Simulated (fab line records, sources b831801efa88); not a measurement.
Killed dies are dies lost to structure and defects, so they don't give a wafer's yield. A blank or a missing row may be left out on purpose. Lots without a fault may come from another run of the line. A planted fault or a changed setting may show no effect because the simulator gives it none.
fab line records | flow gf180mcu
record lots=5 wafers=15 last_day=32
route steps=602 shown V3@435 M4@456
lots that met no fault: from a run of the same line without faults
start_h: hours from the record's first day to the start of the lot's first wafer shown | wait_h: hours since the lot's step before | " the same as in the row above | L1.1+2: a row that stands for several wafers | - no value, or no start given | * or withheld: withheld | < > ~ a bound
route shown NAME@n: a module of which the file shows steps, and the number in the route of the first | usual: mean/standard deviation of fault-free wafers | same: alike in all rows | chamber/n: place in a boat | sites: the reading at each site | _std_site: their standard deviation | _edge_site: outer sites' mean less inner sites' | radius_mm: how far each site lies from the wafer's centre | mask NAME#n: copy n | behind: the tool/chamber that last shaped the wafer | hold: why the lot was held/for how many hours/how that ended | device: the transistor (n, p or np) that didn't switch | end of line: the same wafers' tests at the end of the route | a step without rows: its recipe alone | killed: dies lost to structure and defects at the first sort, not the wafer's yield | map: a wafer's dies, x killed, . not, _ none there
set.NAME: the setting as run; set.NAME@STEP: as run at that earlier step | model.NAME: the simulator's own value behind a step, which no gauge read
lots at some steps of the route; a table a step, a row a wafer
services: from which hour (start_h, from the record's first day; less than 0 if before it) a tool's chamber was out of use, for how many hours, and why
## steps
# step GF_V3_DEHYDRATE_06
# recipe temp_c=200 time_s=60
# usual chill_plate_temp_C=23.00/0.098 resist_line_temp_C=23.00/0.096
# columns lot.wafer tool chamber start_h wait_h chill_plate_temp_C resist_line_temp_C
L075.1 litho_track-01 0 527.54 12.0 22.85 22.91
L075.4 " 0 " " 22.87 23.06
L075.5 " 0 " " 22.88 22.99
L081.1 litho_track-03 0 565.00 10.4 22.99 23.02
L081.2 " 0 " " 22.99 23.00
L081.6 " 0 " " 23.03 23.06
L082.1 litho_track-01 0 570.94 10.4 23.07 22.94
L082.3 " 0 " " 23.03 22.98
L082.5 " 0 " " 22.85 22.98
L083.1 litho_track-01 0 574.74 10.7 23.02 23.02
L083.4 " 0 " " 22.99 22.90
L083.6 " 0 " " 22.98 23.01
L087.2 litho_track-01 0 611.17 9.3 23.18 22.99
L087.3 " 0 " " 23.25 23.05
L087.6 " 0 " " 23.13 23.04
# step GF_V3_HMDS_07
# recipe prime_time_s=60 prime_temp_c=120
# usual chill_plate_temp_C=23.01/0.11 resist_line_temp_C=23.03/0.098
# columns lot.wafer tool chamber start_h wait_h chill_plate_temp_C resist_line_temp_C
L075.1 litho_track-01 0 527.69 0.1 23.00 23.11
L075.4 " 0 " " 23.06 23.04
L075.5 " 0 " " 23.01 23.14
L081.1 litho_track-03 0 565.15 0.1 23.16 22.98
L081.2 " 0 " " 23.09 23.16
L081.6 " 0 " " 23.10 22.97
L082.1 litho_track-01 0 571.09 0.1 23.11 23.01
L082.3 " 0 " " 23.05 23.03
L082.5 " 0 " " 23.16 23.05
L083.1 litho_track-01 0 574.89 0.1 23.01 23.05
L083.4 " 0 " " 22.91 22.98
L083.6 " 0 " " 22.87 22.84
L087.2 litho_track-01 0 611.32 0.1 22.88 22.81
L087.3 " 0 " " 22.89 23.02
L087.6 " 0 " " 22.81 23.07
# step GF_V3_COAT_08
# recipe resist=BARC temp_c=withheld time_s=withheld spin_rpm=withheld resist_thk_nm=withheld
# usual chill_plate_temp_C=* resist_line_temp_C=*
# columns lot.wafer tool chamber start_h wait_h chill_plate_temp_C resist_line_temp_C
L075.1 litho_track-01 0 527.84 0.1 * *
L075.4 " 0 " " * *
L075.5 " 0 " " * *
L081.1 litho_track-03 0 565.30 0.1 * *
L081.2 " 0 " " * *
L081.6 " 0 " " * *
L082.1 litho_track-01 0 571.24 0.1 * *
L082.3 " 0 " " * *
L082.5 " 0 " " * *
L083.1 litho_track-01 0 575.04 0.1 * *
L083.4 " 0 " " * *
L083.6 " 0 " " * *
L087.2 litho_track-01 0 611.47 0.1 * *
L087.3 " 0 " " * *
L087.6 " 0 " " * *
# step GF_V3_COAT_09
# recipe resist=KrF spin_rpm=withheld resist_thk_nm=1000
# usual chill_plate_temp_C=22.97/0.11 resist_line_temp_C=23.00/0.11
# columns lot.wafer tool chamber start_h wait_h chill_plate_temp_C resist_line_temp_C
L075.1 litho_track-01 0 - - 22.84 22.85
L075.4 " 0 " " 22.85 23.08
L075.5 " 0 " " 22.81 23.00
L081.1 litho_track-03 0 - - 22.90 23.08
L081.2 " 0 " " 22.74 22.94
L081.6 " 0 " " 22.97 22.91
L082.1 litho_track-01 0 - - 23.09 22.95
L082.3 " 0 " " 23.20 22.87
L082.5 " 0 " " 23.16 23.12
L083.1 litho_track-01 0 - - 22.95 23.16
L083.4 " 0 " " 23.07 23.02
L083.6 " 0 " " 23.05 22.96
L087.2 litho_track-01 0 - - 23.06 22.94
L087.3 " 0 " " 22.92 22.76
L087.6 " 0 " " 23.00 22.91
# step GF_V3_SOFTBAKE_10
# recipe temp_c=130 time_s=60 resist=KrF
# usual chill_plate_temp_C=22.99/0.12 resist_line_temp_C=22.96/0.11
# columns lot.wafer tool chamber start_h wait_h chill_plate_temp_C resist_line_temp_C
L075.1 litho_track-01 0 - - 22.98 22.96
L075.4 " 0 " " 22.94 22.82
L075.5 " 0 " " 23.00 23.02
L081.1 litho_track-03 0 - - 23.05 22.99
L081.2 " 0 " " 23.13 23.17
L081.6 " 0 " " 23.00 23.04
L082.1 litho_track-01 0 - - 22.99 23.03
L082.3 " 0 " " 23.01 22.90
L082.5 " 0 " " 22.94 23.07
L083.1 litho_track-01 0 - - 22.99 22.88
L083.4 " 0 " " 23.06 23.11
L083.6 " 0 " " 23.05 22.99
L087.2 litho_track-01 0 - - 23.07 22.65
L087.3 " 0 " " 22.91 22.77
L087.6 " 0 " " 22.94 22.85
# step GF_V3_EXPOSE_11
# recipe mask_id=Via3 target_cd_nm=260 na=0.68 source_shape=conventional sigma_outer=0.6 dose_mj=38
# usual exposure_dose_mJ_cm2=37.97/0.037 focus_offset_nm=0.1/0.59
# columns lot.wafer tool chamber start_h wait_h mask exposure_dose_mJ_cm2 focus_offset_nm
L075.1 krf_scanner-01 0 - - Via3#0 37.90 0.6
L075.4 " 0 " " Via3#0 38.01 1.7
L075.5 " 0 " " Via3#0 37.95 -0.1
L081.1 krf_scanner-02 0 - - Via3#0 38.00 -0.4
L081.2 " 0 " " Via3#0 37.91 0.4
L081.6 " 0 " " Via3#0 37.97 0.9
L082.1 krf_scanner-02 0 - - Via3#0 37.92 0.3
L082.3 " 0 " " Via3#0 37.95 0.2
L082.5 " 0 " " Via3#0 38.01 -0.3
L083.1 krf_scanner-02 0 - - Via3#0 38.02 -0.8
L083.4 " 0 " " Via3#0 38.00 -0.1
L083.6 " 0 " " Via3#0 37.96 0.2
L087.2 krf_scanner-01 0 - - Via3#0 38.00 -0.4
L087.3 " 0 " " Via3#0 38.01 0.4
L087.6 " 0 " " Via3#0 38.01 0.4
# step GF_V3_PEB_12
# recipe peb_temp_c=135 peb_time_s=90 resist=KrF
# usual chill_plate_temp_C=23.01/0.12 resist_line_temp_C=23.02/0.11
# columns lot.wafer tool chamber start_h wait_h chill_plate_temp_C resist_line_temp_C
L075.1 litho_track-02 0 - - 22.88 22.98
L075.4 " 0 " " 23.04 23.06
L075.5 " 0 " " 23.04 23.04
L081.1 litho_track-03 0 - - 22.95 22.99
L081.2 " 0 " " 23.06 22.97
L081.6 " 0 " " 23.06 23.07
L082.1 litho_track-01 0 - - 23.20 23.18
L082.3 " 0 " " 23.06 23.06
L082.5 " 0 " " 23.04 23.04
L083.1 litho_track-01 0 - - 23.01 23.07
L083.4 " 0 " " 22.93 22.97
L083.6 " 0 " " 23.04 23.12
L087.2 litho_track-02 0 - - 22.93 22.90
L087.3 " 0 " " 23.06 22.97
L087.6 " 0 " " 22.95 22.96
# step GF_V3_DEVELOP_13
# recipe develop_time_s=60 resist=KrF dev_temp_c=21
# usual chill_plate_temp_C=23.01/0.1 developer_temp_C=20.98/0.11 resist_line_temp_C=23.02/0.1
# columns lot.wafer tool chamber start_h wait_h chill_plate_temp_C developer_temp_C resist_line_temp_C
L075.1 litho_track-02 0 538.88 0.2 22.94 20.97 23.05
L075.4 " 0 " " 22.99 21.15 22.94
L075.5 " 0 " " 23.08 21.03 22.97
L081.1 litho_track-03 0 576.45 0.2 23.07 21.00 23.00
L081.2 " 0 " " 23.00 20.76 23.06
L081.6 " 0 " " 23.03 20.80 22.94
L082.1 litho_track-01 0 581.94 0.2 23.03 20.96 23.11
L082.3 " 0 " " 23.10 21.05 23.06
L082.5 " 0 " " 23.07 21.01 23.04
L083.1 litho_track-01 0 585.09 0.2 22.84 20.98 23.09
L083.4 " 0 " " 23.02 20.81 23.12
L083.6 " 0 " " 23.00 20.76 22.96
L087.2 litho_track-02 0 622.16 0.2 23.05 20.90 22.95
L087.3 " 0 " " 23.01 20.88 22.94
L087.6 " 0 " " 23.04 21.00 23.03
# step GF_V3_CD_MEAS_14
# recipe target_cd_nm=260
# usual cd_nm=260.2/1.1
# columns lot.wafer tool chamber start_h wait_h cd_nm
L075.1 cd_sem-02 - 539.03 0.1 261.7
L075.4 " - " " 261.5
L075.5 " - " " 261.7
L081.1 cd_sem-01 - 576.60 0.1 260.6
L081.2 " - " " 259.5
L081.6 " - " " 260.3
L082.1 cd_sem-01 - 582.09 0.1 262.2
L082.3 " - " " 261.1
L082.5 " - " " 261.8
L083.1 cd_sem-01 - 585.24 0.1 261.5
L083.4 " - " " 261.2
L083.6 " - " " 261.1
L087.2 cd_sem-02 - 622.30 0.1 258.4
L087.3 " - " " 259.7
L087.6 " - " " 260.6
# step GF_V3_OVL_MEAS_15
# usual V3_OVL=2/5.4
# columns lot.wafer tool chamber start_h wait_h V3_OVL[nm]
L075.1 overlay-02 - 539.15 0.1 -4
L075.4 " - " " 2
L075.5 " - " " 4
L081.1 overlay-01 - 576.72 0.1 5
L081.2 " - " " 1
L081.6 " - " " 11
L082.1 overlay-01 - 582.21 0.1 -2
L082.3 " - " " -6
L082.5 " - " " -2
L083.1 overlay-01 - 585.36 0.1 -12
L083.4 " - " " 2
L083.6 " - " " -5
L087.2 overlay-01 - 622.41 0.1 0
L087.3 " - " " 7
L087.6 " - " " 6
# step GF_V3_ETCH_16
# recipe chemistry=N2/H2 target_depth_a=withheld overetch_a=withheld time_s=withheld target=BARC ion_energy_ev=200 source_w=500 bias_w=100 pressure_mtorr=30 n2_flow_sccm=100 h2_flow_sccm=200
# usual drypump_motor_current_A=5.6/0.52 oes_product_au=0.854/0.0045 throttle_valve_pct=13.225/0.0094
# columns lot.wafer tool chamber start_h wait_h drypump_motor_current_A oes_product_au throttle_valve_pct
L075.1 rie_diel-01 3 539.19 0.0 6.2 0.851 13.229
L075.4 " 0 " " 5.0 0.847 13.212
L075.5 " 1 " " 6.2 0.850 13.217
L081.1 rie_diel-01 3 576.75 0.0 6.2 0.855 13.226
L081.2 " 2 " " 5.0 0.850 13.225
L081.6 " 3 " " 6.3 0.846 13.213
L082.1 rie_diel-01 3 582.25 0.0 6.2 0.846 13.227
L082.3 " 2 " " 5.0 0.855 13.235
L082.5 " 3 " " 6.2 0.853 13.231
L083.1 rie_diel-01 0 585.40 0.0 5.0 0.851 13.224
L083.4 " 1 " " 6.2 0.858 13.224
L083.6 " 1 " " 6.2 0.854 13.234
L087.2 rie_diel-02 0 622.44 0.0 5.6 0.860 13.231
L087.3 " 3 " " 6.2 0.852 13.239
L087.6 " 2 " " 5.6 0.858 13.236
# step GF_V3_ETCH_17
# recipe chemistry=C4F8/O2/Ar mask_material=KrF target=SiO2 stop_on=TiN source_w=1500 bias_w=1200 pressure_mtorr=40 c4f8_flow_sccm=withheld O2_flow_sccm=6 Ar_flow_sccm=300 time_s=withheld target_depth_a=6350
# usual oes_product_au=0.856/0.0048
# columns lot.wafer tool chamber start_h wait_h oes_product_au
L075.1 rie_diel-01 3 - - 0.854
L075.4 " 0 " " 0.853
L075.5 " 1 " " 0.856
L081.1 rie_diel-01 3 - - 0.854
L081.2 " 2 " " 0.852
L081.6 " 3 " " 0.857
L082.1 rie_diel-01 3 - - 0.850
L082.3 " 2 " " 0.864
L082.5 " 3 " " 0.856
L083.1 rie_diel-01 0 - - 0.859
L083.4 " 1 " " 0.863
L083.6 " 1 " " 0.859
L087.2 rie_diel-02 0 - - 0.850
L087.3 " 3 " " 0.855
L087.6 " 2 " " 0.858
# step GF_V3_STRIP_18
# recipe chemistry=O2/N2 power_w=1400 pressure_mtorr=1500 platen_temp_c=250 o2_flow_sccm=3000 n2_flow_sccm=300 overash_fraction=0.5
# usual drypump_motor_current_A=6.0/0.47 heater_power_w=322/16 oes_product_au=0.592/0.0048
# columns lot.wafer tool chamber start_h wait_h drypump_motor_current_A heater_power_w oes_product_au rf_hours_counter_h
L075.1 plasma_asher-03 0 539.32 - 6.5 336 0.592 82
L075.4 " 1 " " 6.0 329 0.591 -
L075.5 " 1 " " 6.1 319 0.596 -
L081.1 plasma_asher-01 1 576.88 - 5.3 307 0.589 80
L081.2 " 0 " " 5.9 327 0.592 80
L081.6 " 1 " " 5.3 315 0.584 -
L082.1 plasma_asher-03 0 582.38 - 6.5 338 0.598 87
L082.3 " 1 " " 6.1 321 0.602 -
L082.5 " 1 " " 6.0 325 0.593 -
L083.1 plasma_asher-04 1 585.53 - 5.2 289 0.591 16
L083.4 " 0 " " 6.1 329 0.588 -
L083.6 " 1 " " 5.2 288 0.593 -
L087.2 plasma_asher-03 0 622.57 - 6.5 340 0.594 91
L087.3 " 0 " " 6.5 337 0.588 -
L087.6 " 0 " " 6.5 334 0.589 -
# step GF_V3_STRIP_19
# recipe chemistry=post_etch_residue_remover time_s=1200 temp_c=72.5
# columns lot.wafer tool chamber start_h wait_h
L075.1+4+5 wet_bench-04 0 539.42 0.1
L081.1+2+6 wet_bench-04 1 576.98 0.1
L082.1+3+5 wet_bench-04 3 582.48 0.1
L083.1+4+6 wet_bench-03 2 585.63 0.1
L087.2+3+6 wet_bench-04 1 622.67 0.1
# step GF_V3_CLEAN_20
# recipe chemistry=DIW dry=n2_spin
# columns lot.wafer tool chamber start_h wait_h
L075.1+4+5 wet_bench-03 0 539.76 0.0
L081.1+2+6 wet_bench-01 2 577.32 0.0
L082.1+3+5 wet_bench-03 2 582.82 0.0
L083.1+4+6 wet_bench-04 2 585.97 0.0
L087.2+3+6 wet_bench-01 3 623.01 0.0
# step GF_V3_SPUTTER_21
# recipe material=Ti target_thk_nm=15 chamber_pressure_pa=5 power_w=2500 substrate_temp_c=200 time_s=80.02
# usual throttle_valve_pct=30.0/0.75
# columns lot.wafer tool chamber start_h wait_h throttle_valve_pct
L075.1 pvd_sputter-03 - 539.85 0.0 31.0
L075.4 " - " " 30.1
L075.5 " - " " 31.0
L081.1 pvd_sputter-03 - 577.41 0.0 30.7
L081.2 " - " " 31.1
L081.6 " - " " 29.6
L082.1 pvd_sputter-02 - 582.91 0.0 30.2
L082.3 " - " " 30.9
L082.5 " - " " 30.6
L083.1 pvd_sputter-02 - 586.06 0.0 28.8
L083.4 " - " " 31.0
L083.6 " - " " 30.7
L087.2 pvd_sputter-03 - 623.11 0.0 29.5
L087.3 " - " " 30.7
L087.6 " - " " 31.0
# step GF_V3_SPUTTER_22
# recipe material=TiN target_thk_nm=10 chamber_pressure_pa=5 power_w=4000 time_s=40
# usual throttle_valve_pct=30.0/0.75
# columns lot.wafer tool chamber start_h wait_h throttle_valve_pct
L075.1 pvd_sputter-03 - 539.91 0.0 31.1
L075.4 " - " " 30.0
L075.5 " - " " 31.1
L081.1 pvd_sputter-03 - 577.47 0.0 30.7
L081.2 " - " " 30.9
L081.6 " - " " 29.6
L082.1 pvd_sputter-02 - 582.98 0.0 30.6
L082.3 " - " " 30.6
L082.5 " - " " 30.1
L083.1 pvd_sputter-02 - 586.12 0.0 28.6
L083.4 " - " " 30.9
L083.6 " - " " 30.9
L087.2 pvd_sputter-03 - 623.17 0.0 29.3
L087.3 " - " " 31.1
L087.6 " - " " 31.1
# step GF_V3_CVD_23
# recipe material=W target_thk_nm=350 time_s=104.9 temp_c=400 pressure_torr=40
# usual heater_power_w=765/87
# columns lot.wafer tool chamber start_h wait_h heater_power_w
L075.1 cvd_w-02 1 539.95 0.0 851
L075.4 " 0 " " 737
L075.5 " 0 " " 721
L081.1 cvd_w-02 1 577.51 0.0 881
L081.2 " 0 " " 718
L081.6 " 1 " " 897
L082.1 cvd_w-02 0 583.02 0.0 731
L082.3 " 0 " " 728
L082.5 " 1 " " 873
L083.1 cvd_w-02 0 586.16 0.0 724
L083.4 " 1 " " 879
L083.6 " 1 " " 863
L087.2 cvd_w-02 0 623.21 0.0 741
L087.3 " 1 " " 881
L087.6 " 1 " " 866
# step GF_V3_RS_MEAS_24
# recipe thk_meas_gauge=four-point-probe reads=W_of_V3_CVD_23+TiN_of_V3_SPUTTER_22+Ti_of_V3_SPUTTER_21
# usual V3_W_RS=0.330/0.0031
# columns lot.wafer tool chamber start_h wait_h V3_W_RS[ohm/sq]
L075.1 film_metro-04 - 540.06 0.1 0.329
L075.4 " - " " 0.329
L075.5 " - " " 0.327
L081.1 film_metro-03 - 577.63 0.1 0.335
L081.2 " - " " 0.333
L081.6 " - " " 0.334
L082.1 film_metro-01 - 583.13 0.1 0.327
L082.3 " - " " 0.327
L082.5 " - " " 0.329
L083.1 film_metro-03 - 586.27 0.1 0.330
L083.4 " - " " 0.337
L083.6 " - " " 0.338
L087.2 film_metro-03 - 623.34 0.1 0.330
L087.3 " - " " 0.329
L087.6 " - " " 0.330
# step GF_V3_THK_MEAS_25
# recipe thk_meas_gauge=xrf reads=W_of_V3_CVD_23
# usual V3_W_THK=356/4.1
# columns lot.wafer tool chamber start_h wait_h V3_W_THK[nm]
L075.1 film_metro-04 - 540.18 0.1 356
L075.4 " - " " 356
L075.5 " - " " 359
L081.1 film_metro-03 - 577.75 0.1 348
L081.2 " - " " 350
L081.6 " - " " 351
L082.1 film_metro-01 - 583.25 0.1 356
L082.3 " - " " 358
L082.5 " - " " 360
L083.1 film_metro-03 - 586.39 0.1 356
L083.4 " - " " 347
L083.6 " - " " 347
L087.2 film_metro-03 - 623.45 0.1 358
L087.3 " - " " 358
L087.6 " - " " 358
# step GF_V3_CMP_26
# recipe stop_on=SiO2 down_force_psi=3.5 platen_rpm=60 t_overpolish_s=15 target_thk_nm=0 pad_velocity_m_s=0.94248
# usual head_pressure_psi=3.501/0.0077 motor_current_A=10.6/1.4 overpolish_run_s=15.000/0.0096 platen_rpm=60.00/0.038 time_to_endpoint_s=84.2/2.5
# columns lot.wafer tool chamber start_h wait_h head_pressure_psi motor_current_A overpolish_run_s platen_rpm time_to_endpoint_s
L075.4 cmp-02 2 540.24 0.0 3.494 11.4 14.997 60.01 84.8
L075.1 " 1 " " 3.504 8.6 14.985 60.05 86.4
L075.5 " 2 " " 3.505 10.9 15.012 59.98 86.7
L081.1 cmp-01 3 577.86 0.1 3.497 8.3 15.010 59.99 81.8
L081.2 " 1 " " 3.501 12.5 14.997 60.00 79.9
L081.6 " 3 " " 3.499 8.6 15.003 60.02 81.1
L082.3 cmp-01 0 583.36 0.1 3.500 9.5 15.016 59.93 82.0
L082.1 " 2 " " 3.498 11.9 14.983 60.06 84.4
L082.5 " 0 " " 3.494 10.1 14.998 59.95 81.8
L083.4 cmp-02 3 586.45 0.0 3.500 11.0 14.984 60.07 87.8
L083.1 " 2 " " 3.514 11.4 15.001 59.91 92.8
L083.6 " 0 " " 3.501 12.3 14.979 60.01 86.4
L087.2 cmp-01 0 623.50 0.0 3.526 10.5 14.991 59.98 86.3
L087.3 " 3 " " 3.497 8.8 14.990 60.03 84.9
L087.6 " 1 " " 3.494 11.7 15.012 59.93 81.8
# step GF_M4_SPUTTER_00
# recipe material=Ti target_thk_nm=37.5 arriving_ion_energy_ev=80 substrate_temp_c=200 chamber_pressure_pa=2 power_w=4000 time_s=150
# usual throttle_valve_pct=30.2/0.94
# columns lot.wafer tool chamber start_h wait_h throttle_valve_pct
L075.1 pvd_sputter-01 - 540.54 0.1 29.5
L075.4 " - " " 29.3
L075.5 " - " " 30.3
L081.1 pvd_sputter-04 - 578.11 0.2 32.5
L081.2 " - " " 29.2
L081.6 " - " " 29.4
L082.1 pvd_sputter-02 - 583.61 0.1 30.6
L082.3 " - " " 30.8
L082.5 " - " " 28.6
L083.1 pvd_sputter-01 - 586.75 0.1 30.4
L083.4 " - " " 29.4
L083.6 " - " " 29.4
L087.2 pvd_sputter-02 - 623.80 0.2 30.9
L087.3 " - " " 29.4
L087.6 " - " " 30.1
# step GF_M4_SPUTTER_01
# recipe material=TiN target_thk_nm=30 power_w=6500 time_s=25 chamber_pressure_pa=0.4
# usual throttle_valve_pct=30.1/0.98
# columns lot.wafer tool chamber start_h wait_h throttle_valve_pct
L075.1 pvd_sputter-01 - 540.64 0.1 29.5
L075.4 " - " " 29.2
L075.5 " - " " 30.0
L081.1 pvd_sputter-04 - 578.21 0.1 32.8
L081.2 " - " " 29.2
L081.6 " - " " 29.1
L082.1 pvd_sputter-02 - 583.72 0.1 30.2
L082.3 " - " " 30.5
L082.5 " - " " 28.5
L083.1 pvd_sputter-01 - 586.85 0.1 30.2
L083.4 " - " " 29.1
L083.6 " - " " 29.7
L087.2 pvd_sputter-02 - 623.90 0.1 30.7
L087.3 " - " " 29.5
L087.6 " - " " 30.1
# step GF_M4_SPUTTER_02
# recipe material=AlCu target_thk_nm=450 power_w=10600 time_s=23.9 chamber_pressure_pa=0.4
# usual throttle_valve_pct=30.1/0.97
# columns lot.wafer tool chamber start_h wait_h throttle_valve_pct
L075.1 pvd_sputter-01 - 540.67 0.0 29.2
L075.4 " - " " 29.4
L075.5 " - " " 30.2
L081.1 pvd_sputter-04 - 578.24 0.0 32.7
L081.2 " - " " 29.0
L081.6 " - " " 29.3
L082.1 pvd_sputter-02 - 583.75 0.0 30.5
L082.3 " - " " 30.6
L082.5 " - " " 28.6
L083.1 pvd_sputter-01 - 586.88 0.0 30.1
L083.4 " - " " 29.5
L083.6 " - " " 29.3
L087.2 pvd_sputter-02 - 623.93 0.0 30.6
L087.3 " - " " 29.1
L087.6 " - " " 30.2
# step GF_M4_SPUTTER_03
# recipe material=Ti target_thk_nm=10 substrate_temp_c=300 chamber_pressure_pa=0.3 power_w=3000 time_s=6.7
# usual throttle_valve_pct=30.1/0.96
# columns lot.wafer tool chamber start_h wait_h throttle_valve_pct
L075.1 pvd_sputter-01 - 540.70 0.0 29.3
L075.4 " - " " 29.4
L075.5 " - " " 30.2
L081.1 pvd_sputter-04 - 578.27 0.0 32.5
L081.2 " - " " 29.1
L081.6 " - " " 29.2
L082.1 pvd_sputter-02 - 583.79 0.0 30.3
L082.3 " - " " 30.9
L082.5 " - " " 28.4
L083.1 pvd_sputter-01 - 586.91 0.0 30.3
L083.4 " - " " 29.3
L083.6 " - " " 29.3
L087.2 pvd_sputter-02 - 623.96 0.0 30.9
L087.3 " - " " 29.7
L087.6 " - " " 30.1
# step GF_M4_SPUTTER_04
# recipe material=TiN target_thk_nm=50 power_w=6500 time_s=41.7 chamber_pressure_pa=0.4
# usual throttle_valve_pct=30.1/0.94
# columns lot.wafer tool chamber start_h wait_h throttle_valve_pct
L075.1 pvd_sputter-01 - 540.72 0.0 29.4
L075.4 " - " " 29.2
L075.5 " - " " 30.2
L081.1 pvd_sputter-04 - 578.29 0.0 32.6
L081.2 " - " " 29.2
L081.6 " - " " 29.1
L082.1 pvd_sputter-02 - 583.81 0.0 30.6
L082.3 " - " " 30.7
L082.5 " - " " 28.8
L083.1 pvd_sputter-01 - 586.93 0.0 30.2
L083.4 " - " " 29.4
L083.6 " - " " 29.3
L087.2 pvd_sputter-02 - 623.98 0.0 30.8
L087.3 " - " " 29.4
L087.6 " - " " 30.7
# step GF_M4_RS_MEAS_05
# recipe thk_meas_gauge=four-point-probe reads=TiN_of_M4_SPUTTER_04+Ti_of_M4_SPUTTER_03+AlCu_of_M4_SPUTTER_02+TiN_of_M4_SPUTTER_01+Ti_of_M4_SPUTTER_00
# usual M4_ALCU_RS=0.0698/0.00078
# columns lot.wafer tool chamber start_h wait_h M4_ALCU_RS[ohm/sq]
L075.1 film_metro-03 - 540.76 0.0 0.0705
L075.4 " - " " 0.0703
L075.5 " - " " 0.0709
L081.1 film_metro-01 - 578.33 0.0 0.0688
L081.2 " - " " 0.0685
L081.6 " - " " 0.0684
L082.1 film_metro-03 - 583.85 0.0 0.0697
L082.3 " - " " 0.0689
L082.5 " - " " 0.0695
L083.1 film_metro-02 - 586.97 0.0 0.0691
L083.4 " - " " 0.0693
L083.6 " - " " 0.0693
L087.2 film_metro-02 - 624.04 0.0 0.0702
L087.3 " - " " 0.0704
L087.6 " - " " 0.0705
# step GF_M4_THK_MEAS_06
# recipe thk_meas_gauge=xrf reads=AlCu_of_M4_SPUTTER_02
# usual M4_ALCU_THK=440/5.3
# columns lot.wafer tool chamber start_h wait_h M4_ALCU_THK[nm]
L075.1 film_metro-03 - 540.88 0.1 436
L075.4 " - " " 437
L075.5 " - " " 434
L081.1 film_metro-01 - 578.45 0.1 446
L081.2 " - " " 447
L081.6 " - " " 449
L082.1 film_metro-03 - 583.97 0.1 447
L082.3 " - " " 450
L082.5 " - " " 447
L083.1 film_metro-02 - 587.09 0.1 446
L083.4 " - " " 444
L083.6 " - " " 444
L087.2 film_metro-02 - 624.15 0.1 435
L087.3 " - " " 434
L087.6 " - " " 433
# step GF_M4_DEHYDRATE_07
# recipe temp_c=200 time_s=60
# usual chill_plate_temp_C=22.99/0.094 resist_line_temp_C=23.00/0.096
# columns lot.wafer tool chamber start_h wait_h chill_plate_temp_C resist_line_temp_C
L075.1 litho_track-04 0 551.55 10.7 23.21 22.99
L075.4 " 0 " " 23.08 22.96
L075.5 " 0 " " 23.07 22.96
L081.1 litho_track-02 0 588.23 9.8 23.12 23.01
L081.2 " 0 " " 23.04 23.06
L081.6 " 0 " " 23.07 23.13
L082.1 litho_track-02 0 594.23 10.3 22.76 23.15
L082.3 " 0 " " 22.94 23.08
L082.5 " 0 " " 22.95 23.06
L083.1 litho_track-01 0 597.29 10.2 23.00 22.94
L083.4 " 0 " " 22.85 23.06
L083.6 " 0 " " 23.13 23.11
L087.2 litho_track-04 0 633.32 9.2 22.96 22.95
L087.3 " 0 " " 23.08 22.97
L087.6 " 0 " " 22.92 23.06
# step GF_M4_HMDS_08
# recipe prime_time_s=60 prime_temp_c=120
# usual chill_plate_temp_C=22.99/0.097 resist_line_temp_C=22.99/0.11
# columns lot.wafer tool chamber start_h wait_h chill_plate_temp_C resist_line_temp_C
L075.1 litho_track-04 0 551.70 0.1 22.96 22.84
L075.4 " 0 " " 22.88 22.81
L075.5 " 0 " " 22.80 22.83
L081.1 litho_track-02 0 588.38 0.1 22.98 22.84
L081.2 " 0 " " 23.03 22.93
L081.6 " 0 " " 23.07 23.11
L082.1 litho_track-02 0 594.38 0.1 22.94 23.14
L082.3 " 0 " " 22.96 23.09
L082.5 " 0 " " 22.88 23.08
L083.1 litho_track-01 0 597.44 0.1 23.10 22.92
L083.4 " 0 " " 23.01 22.94
L083.6 " 0 " " 22.94 22.91
L087.2 litho_track-04 0 633.47 0.1 23.05 23.13
L087.3 " 0 " " 23.05 22.91
L087.6 " 0 " " 23.08 23.04
# step GF_M4_COAT_09
# recipe resist=KrF spin_rpm=withheld resist_thk_nm=1000
# usual chill_plate_temp_C=22.99/0.1 resist_line_temp_C=23.01/0.097
# columns lot.wafer tool chamber start_h wait_h chill_plate_temp_C resist_line_temp_C
L075.1 litho_track-04 0 551.85 0.1 22.96 23.06
L075.4 " 0 " " 23.11 23.09
L075.5 " 0 " " 23.13 22.99
L081.1 litho_track-02 0 588.53 0.1 22.99 22.98
L081.2 " 0 " " 22.95 22.99
L081.6 " 0 " " 22.98 23.03
L082.1 litho_track-02 0 594.53 0.1 23.20 22.91
L082.3 " 0 " " 23.08 22.89
L082.5 " 0 " " 23.02 22.64
L083.1 litho_track-01 0 597.59 0.1 22.99 22.93
L083.4 " 0 " " 22.93 23.01
L083.6 " 0 " " 22.94 22.89
L087.2 litho_track-04 0 633.62 0.1 22.92 23.08
L087.3 " 0 " " 22.73 22.96
L087.6 " 0 " " 22.92 23.17
# step GF_M4_SOFTBAKE_10
# recipe temp_c=130 time_s=60 resist=KrF
# usual chill_plate_temp_C=22.97/0.11 resist_line_temp_C=23.04/0.11
# columns lot.wafer tool chamber start_h wait_h chill_plate_temp_C resist_line_temp_C
L075.1 litho_track-04 0 552.00 0.1 22.99 23.04
L075.4 " 0 " " 22.98 22.87
L075.5 " 0 " " 23.04 22.86
L081.1 litho_track-02 0 588.68 0.1 23.06 22.96
L081.2 " 0 " " 23.00 23.02
L081.6 " 0 " " 22.98 23.01
L082.1 litho_track-02 0 594.68 0.1 23.02 23.20
L082.3 " 0 " " 23.00 22.95
L082.5 " 0 " " 22.99 23.05
L083.1 litho_track-01 0 597.74 0.1 23.06 22.97
L083.4 " 0 " " 23.08 23.07
L083.6 " 0 " " 23.08 22.86
L087.2 litho_track-04 0 633.77 0.1 22.91 23.10
L087.3 " 0 " " 23.06 23.11
L087.6 " 0 " " 23.09 23.18
## services
# columns tool chamber start_h hours kind
wet_bench-01 - 508.31 5.9 repair
krf_scanner-01 - 522.25 4.4 pm
krf_scanner-01 - 526.62 1.3 pm
rie_diel-02 - 538.62 2.8 pm
pvd_sputter-04 - 541.11 5.5 repair
krf_scanner-01 - 541.44 4.0 pm
cmp-01 - 541.67 2.8 pm
cvd_w-02 0 545.17 5.2 repair
krf_scanner-01 - 545.46 0.8 pm
krf_scanner-01 - 546.21 3.6 pm
pvd_sputter-01 - 549.52 6.7 repair
cmp-02 - 552.92 0.3 repair
krf_scanner-02 - 556.16 1.3 pm
krf_scanner-01 - 559.95 15.8 repair
krf_scanner-01 - 561.21 0.9 repair
cmp-01 - 568.99 2.1 repair
cmp-02 - 572.30 4.0 pm
cmp-01 - 574.26 3.1 repair
krf_scanner-02 - 575.76 1.0 pm
krf_scanner-02 - 578.12 4.0 pm
cmp-02 - 587.58 1.6 repair
pvd_sputter-01 - 608.43 2.7 repair
cmp-01 - 621.67 1.8 repair
pvd_sputter-01 - 631.50 1.1 repair
## key
fault none
